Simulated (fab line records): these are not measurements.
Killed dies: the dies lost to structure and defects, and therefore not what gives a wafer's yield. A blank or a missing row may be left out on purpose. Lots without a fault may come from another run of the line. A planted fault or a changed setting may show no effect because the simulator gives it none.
A struck lot beside a sound one -- flow sky130 -- 43 steps out of a route of 708
Sound: the wafers L730.1, L730.2, L730.4. Struck: wafer L738.5. (L738.1, L738.2 of the same lot were not struck and are left out.) The cause comes at the end.
Each step with rows lists, per side, the tool, then ch with its chambers, then its first start. Under that, the readings that differ: sound wafers -- struck wafers -- difference of the means -- sigmas: that difference in standard deviations of wafers without a fault.
alike: same words and numbers on both sides, and readings whose means sit less than 2 such deviations apart. not compared: any withheld reading, any reading some wafer has no value for, any bound like >300 that may hide the same value, and any number with overlapping values for which the record gives no deviation.
Wherever a step has rows on one side only, a row that says differs or no value, or a row with sigmas, the two part there. Non-overlapping numbers with no deviation appear without sigmas and do not part them. A reading missing from all wafers of one side parts the sides only when that side holds two or more wafers.

first, 5 steps without rows for these wafers: SKY_VIA3_ETCH_15 (etches SiO2 in C4F8/O2/Ar, stops on TiN, target depth 507 nm, time 78 s); SKY_VIA3_STRIP_16 (strips in O2/N2); SKY_VIA3_STRIP_17 (strips in post etch residue remover, time 1200 s); SKY_VIA3_CLEAN_18 (cleans in IPA, time 180 s); SKY_VIA3_CLEAN_19 (cleans in O3/DIW).
SKY_VIA3_SPUTTER_20: material TiN, target thk 20 nm, time 80 s.
  sound: pvd_sputter-04 at day 39 09:52; struck: pvd_sputter-02 at day 41 18:18
  alike: cathode_dc_power_W, throttle_valve_pct
then, 1 step without rows for these wafers: SKY_VIA3_CVD_21 (deposits W, target thk 390 nm, time 117.31 s).
SKY_VIA3_RS_MEAS_22: the measuring method here is four-point-probe.
  sound: film_metro-02 at day 39 10:02; struck: film_metro-03 at day 41 18:29
  alike: VIA3_W_RS
SKY_VIA3_THK_MEAS_23: measures by xrf.
  sound: film_metro-02 at day 39 10:10; struck: film_metro-03 at day 41 18:37
reading,sound,struck,difference,sigmas
VIA3_W_THK (nm),395 382 389,370,-19,-3
then, 1 step without rows for these wafers: SKY_VIA3_CMP_24 (polishes, stops on SiO2, t overpolish 20 s, target thk 0 nm).
SKY_METAL4_SPUTTER_00: material Ti, target thk 15 nm, time 10 s.
  sound: pvd_sputter-01 at day 39 10:31; struck: pvd_sputter-01 at day 41 18:58
  alike: cathode_dc_power_W, throttle_valve_pct
SKY_METAL4_SPUTTER_01: material TiN, target thk 20 nm, time 16.7 s.
  sound: pvd_sputter-01 at day 39 10:32; struck: pvd_sputter-01 at day 41 18:59
reading,sound,struck,difference,sigmas
cathode_dc_power_W (W),6499.3 6500.9 6501.3,6497.9,-2.6,-2
  alike: throttle_valve_pct
SKY_METAL4_SPUTTER_02: material AlCu, target thk 735 nm, time 39.1 s.
  sound: pvd_sputter-01 at day 39 10:34; struck: pvd_sputter-01 at day 41 19:01
  alike: cathode_dc_power_W, throttle_valve_pct
then, 1 step without rows for these wafers: SKY_METAL4_SPUTTER_03 (material Ti, target thk 5 nm, time 3.3 s).
SKY_METAL4_SPUTTER_04: material TiN, target thk 70 nm, time 58.3 s.
  sound: pvd_sputter-01 at day 39 10:38; struck: pvd_sputter-01 at day 41 19:04
  alike: cathode_dc_power_W, throttle_valve_pct
then, 1 step without rows for these wafers: SKY_CAP2M_CVD_00 (deposits SiO2, target thk 15.5 nm).
SKY_CAP2M_THK_MEAS_01:
  sound: film_metro-04 at day 39 10:42; struck: film_metro-04 at day 41 19:08
reading,sound,struck,difference,sigmas
CAP2M_CVD_00_THK (nm),15.80 15.81 15.80,15.28,-0.52,-2
then, 1 step without rows for these wafers: SKY_CAP2M_SPUTTER_02 (material TiN, target thk 200 nm, time 166.7 s).
SKY_CAP2M_RS_MEAS_03: the measuring method here is four-point-probe.
  sound: film_metro-02 at day 39 10:52; struck: film_metro-02 at day 41 19:19
  alike: CAP2M_TIN_RS
SKY_CAP2M_THK_MEAS_04: measures by xrf.
  sound: film_metro-02 at day 39 10:59; struck: film_metro-02 at day 41 19:26
  alike: CAP2M_TIN_THK
then, 7 steps without rows for these wafers: SKY_CAP2M_DEHYDRATE_05 (time 60 s); SKY_CAP2M_HMDS_06 (prime time 60 s); SKY_CAP2M_COAT_07 (resist thk 1140 nm); SKY_CAP2M_SOFTBAKE_08 (time 60 s); SKY_CAP2M_EXPOSE_09 (exposes mask CAP2M, target cd 1000 nm); SKY_CAP2M_PEB_10; SKY_CAP2M_DEVELOP_11 (develop time 60 s).
SKY_CAP2M_OVL_MEAS_12:
  sound: overlay-02 at day 40 11:22; struck: overlay-01 at day 42 18:27
  alike: CAP2M_OVL
then, 1 step without rows for these wafers: SKY_CAP2M_METAL_ETCH_13 (etches TiN in Cl2/BCl3, stops on SiO2, target depth 220 nm, time 62.9 s).
SKY_CAP2M_STRIP_14: strips in O2/N2.
  sound on plasma_asher-04 ch 0,1, day 40 11:29; struck on plasma_asher-04 ch 0, day 42 18:34
  alike: drypump_motor_current_A, oes_product_au, strip_time_to_endpoint_s
  not compared: rf_hours_counter_h
then, 11 steps without rows for these wafers: SKY_CAP2M_STRIP_15 (strips in post etch residue remover, time 1200 s); SKY_CAP2M_CLEAN_16 (cleans in IPA, time 180 s); SKY_CAP2M_CLEAN_17 (cleans in O3/DIW); SKY_METAL4_DEHYDRATE_05 (time 60 s); SKY_METAL4_HMDS_06 (prime time 60 s); SKY_METAL4_COAT_07 (resist thk 60 nm); SKY_METAL4_COAT_08 (resist thk 1158 nm); SKY_METAL4_SOFTBAKE_09 (time 90 s); SKY_METAL4_EXPOSE_10 (exposes mask MM4, target cd 300 nm); SKY_METAL4_PEB_11; SKY_METAL4_DEVELOP_12 (develop time 60 s).
SKY_METAL4_CD_MEAS_13: target cd 300 nm.
  sound: cd_sem-01 at day 41 12:14; struck: cd_sem-01 at day 43 17:41
  alike: cd_nm
-- the record jumps here: 4 days lie between the struck wafers' starts before and after (it left off in module METAL4 and takes up again in module PAD_OPEN, whose first step shown is number 708 of the route) --
SKY_PAD_OPEN_PROBE_99:
  sound: prober-02 at day 45 11:59; struck: prober-02 at day 47 11:48
reading,sound,struck,difference,sigmas
hold,- - -,await_dispo/2.4h/release,no value on the sound wafers,
killed_at_M4_up,3 6 6,29,+24,+13
killed_on_rim,14 18 13,27,+12,+3
sort_bin_3_pad_short (%),0.6 0.6 0.6,3.3,+2.7,+7
model.etest.tester.sort_bin_3_pct (%),0.6098 0.6098 0.6098,3.252,+2.642,
  alike: defect_limited_yield, killed_at_M0_to_M3, killed_at_contacts, killed_at_front_end, killed_at_other, killed_dies, killed_open, killed_short, sort_bin_5_function, sort_bin_6_memory, sort_n_pass, sort_yield_pct
  not compared: model.etest.tester.sort_n_pass, model.etest.tester.sort_yield_pct

== WHERE THEY PART ==
At SKY_VIA3_THK_MEAS_23 first; at SKY_PAD_OPEN_PROBE_99 last (within this record only).

WHY: the cause the simulator had injected
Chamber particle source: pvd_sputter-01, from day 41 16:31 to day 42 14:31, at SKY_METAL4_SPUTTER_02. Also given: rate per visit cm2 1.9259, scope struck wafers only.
